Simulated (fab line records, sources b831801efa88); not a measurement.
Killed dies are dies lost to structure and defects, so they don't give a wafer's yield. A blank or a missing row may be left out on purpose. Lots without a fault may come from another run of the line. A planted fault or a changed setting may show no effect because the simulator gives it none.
A struck lot beside a sound one | flow sfq_line | 15 steps out of a route of 325
Sound: wafers L999.2, L999.3, L999.6. Struck: wafer L107.1. (L107.3, L107.5 of the same lot were not struck and are left out.) The cause comes at the end.
At each step with rows: each side's tool, then ch and its chambers, then its first start. Under that, the readings that differ: sound wafers | struck wafers | difference of the means | sigmas: that difference in standard deviations of wafers without a fault.
alike: readings whose means differ by less than 2 such deviations, and words and numbers that are the same on both sides. not compared: withheld readings, readings that some wafer has no value for, bounds like >300 that may hide the same value, and numbers for which the record gives no deviation and whose values overlap.
The two part at a step that has a row with sigmas, a row that says differs or no value, or rows on one side only. Numbers that don't overlap but have no deviation are shown without sigmas and don't part them. A reading that every wafer of one side lacks parts them only if that side has two wafers or more.

first, 1 step without rows for these wafers: SFQ_TRILAYER_M2_STRIP_SOLV_CLEAN_062 (cleans in NMP, time 600 s).
SFQ_TRILAYER_I2_DEP_PECVD_063: deposits SiO2 from SiH4/N2O, time 111.11 s, target thk 500 nm.
  sound on pecvd-02 ch 0,1, day 20 21:17; struck on pecvd-01 ch 0, day 24 20:00
  alike: heater_power_w, throttle_valve_pct
SFQ_TRILAYER_I2_CMP_CMP_064: polishes SiO2.
  sound on cmp-01 ch 2,3, day 21 01:34; struck on cmp-01 ch 0, day 24 22:10
  reading             | sound          | struck | difference | sigmas
  motor_current_A (A) | 10.9 10.8 11.3 | 9.2    | -1.8       | -2
  alike: edge_zone_pressure_frac, head_pressure_psi, time_to_endpoint_s
SFQ_I2_BOW_MEAS_917:
  sound on film_metro-01, day 21 04:35; struck on film_metro-03, day 25 00:10
  alike: I2_BOW
SFQ_TRILAYER_I2_METRO_MEASURE_065:
  sound on film_metro-01, day 21 04:53; struck on film_metro-03, day 25 00:17
  reading     | sound             | struck | difference | sigmas
  thk_nm (nm) | 199.3 198.4 198.8 | 201.2  | +2.4       | +2
then, 6 steps without rows for these wafers: SFQ_TRILAYER_I2_VIA_LITHO_COAT_072 (resist thk 62 nm); SFQ_TRILAYER_I2_VIA_LITHO_COAT_067 (resist thk 650 nm); SFQ_TRILAYER_I2_VIA_LITHO_SOFTBAKE_071; SFQ_TRILAYER_I2_VIA_LITHO_EXPOSE_068 (exposes mask I2, target cd 500 nm); SFQ_TRILAYER_I2_VIA_LITHO_PEB_070 (peb time 60 s); SFQ_TRILAYER_I2_VIA_LITHO_DEVELOP_069 (time 60 s).
-- the record jumps here: 6 days lie between the struck wafers' starts before and after --
SFQ_I2_OVL_MEAS_918:
  sound on overlay-02, day 27 09:20; struck on overlay-01, day 30 23:02
  reading     | sound   | struck | difference | sigmas
  I2_OVL (nm) | -2 -1 0 | 10     | +11        | +2
SFQ_TRILAYER_I2_VIA_BARC_OPEN_VIA_ETCH_096: etches BARC in O2, target depth 125 nm, time 41.7 s.
  sound on rie_diel-01 ch 0,3, day 27 09:22; struck on rie_diel-01 ch 2, day 30 23:05
  reading                                                 | sound             | struck | difference | sigmas
  oes_product_au (a.u.)                                   | 0.685 0.687 0.675 | 0.632  | -0.050     | -11
  run_length_s (s)                                        | 70.2 69.6 69.4    | 79.0   | +9.3       | +22
  model.KrF_of_TRILAYER_I2_VIA_LITHO_COAT_067.thk_nm (nm) | 575 570.6 569.7   | 563.6  | -8.2       |
  alike: drypump_motor_current_A
  not compared: rf_hours_counter_h
SFQ_TRILAYER_I2_VIA_ETCH_VIA_ETCH_070: etches SiO2 in CHF3, stops on Nb, target depth 260 nm.
  sound on rie_diel-01 ch 0,3, day 27 09:25; struck on rie_diel-01 ch 2, day 30 23:07
  reading                                                 | sound             | struck | difference | sigmas
  model.KrF_of_TRILAYER_I2_VIA_LITHO_COAT_067.thk_nm (nm) | 530.4 524.7 523.7 | 518.5  | -7.8       |
  alike: drypump_motor_current_A, oes_product_au
SFQ_TRILAYER_I2_VIA_STRIP_STRIP_071: strips in O2.
  sound on rie_metal-04 ch 0,1, day 27 09:31; struck on rie_metal-04 ch 0, day 30 23:14
  alike: drypump_motor_current_A, oes_product_au
  not compared: rf_hours_counter_h

WHERE THEY PART
First at SFQ_TRILAYER_I2_CMP_CMP_064; last, within this record, at SFQ_TRILAYER_I2_VIA_BARC_OPEN_VIA_ETCH_096. Later steps at which nothing parts them and some readings are alike: SFQ_TRILAYER_I2_VIA_ETCH_VIA_ETCH_070, SFQ_TRILAYER_I2_VIA_STRIP_STRIP_071.

WHY: what the simulator had put in
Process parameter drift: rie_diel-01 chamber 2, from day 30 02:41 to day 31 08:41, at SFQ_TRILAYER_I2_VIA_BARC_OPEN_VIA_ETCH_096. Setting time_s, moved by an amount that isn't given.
